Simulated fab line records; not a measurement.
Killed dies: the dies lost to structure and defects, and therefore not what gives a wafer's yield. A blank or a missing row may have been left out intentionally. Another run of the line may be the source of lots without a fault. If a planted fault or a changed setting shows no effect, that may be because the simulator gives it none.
Matching of chambers    flow sky130    SKY_CONTACT_CMP_04 on cmp-02 has 4 sister chambers
The step polishes SiO2. 8 wafers are shown with their chamber, then 7 later ones without.

WAFERS WITH THEIR CHAMBER
wafer   chamber  motorCurrentA (A)  timeToEndpointS (s)
L860.3  1        11.9               86
L860.5  1        11.8               82
L863.1  0        11.5               86
L864.2  0        10.0               85
L864.3  2        9.7                90
L864.4  3        11.0               86
L866.1  2        9.9                88
L866.3  3        11.1               80

WAFERS MISSING THEIR CHAMBER
wafer   motorCurrentA (A)  timeToEndpointS (s)
L866.5  10.3               87
L867.3  10.2               81
L867.4  10.9               81
L867.6  10.3               85
L869.4  10.1               86
L869.5  10.8               85
L869.6  10.2               80

WHICH CHAMBER EACH ONE RAN IN
wafer   from the rows above                in truth
L866.5  can't be placed: 0 or 2 or 3       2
L867.3  can't be placed: 3 or 0 or 2 or 1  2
L867.4  can't be placed: 3 or 0 or 1       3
L867.6  can't be placed: 0 or 3 or 2       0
L869.4  can't be placed: 0 or 2 or 3       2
L869.5  can't be placed: 0 or 3 or 1       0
L869.6  can't be placed: 3 or 0 or 1 or 2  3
0 of 7 placed correctly. These rows do not allow placing 7 (true chamber among the candidates in 7). 0 placed wrongly.
How it was worked out, from the rows above alone: a wafer's distance from a chamber is the root of the sum, over the readings, of the square of ((its reading less the chamber's mean) divided by the reading's scatter). If the next closest chamber is less than 2 further off than the closest, the wafer can't be placed; otherwise it belongs to the closest. A chamber's mean is the mean of its shown wafers. How the scatter is found: for the shown wafers, subtract from each reading the mean of its chamber, square and add these, divide the total by (wafers less chambers), then take the root.
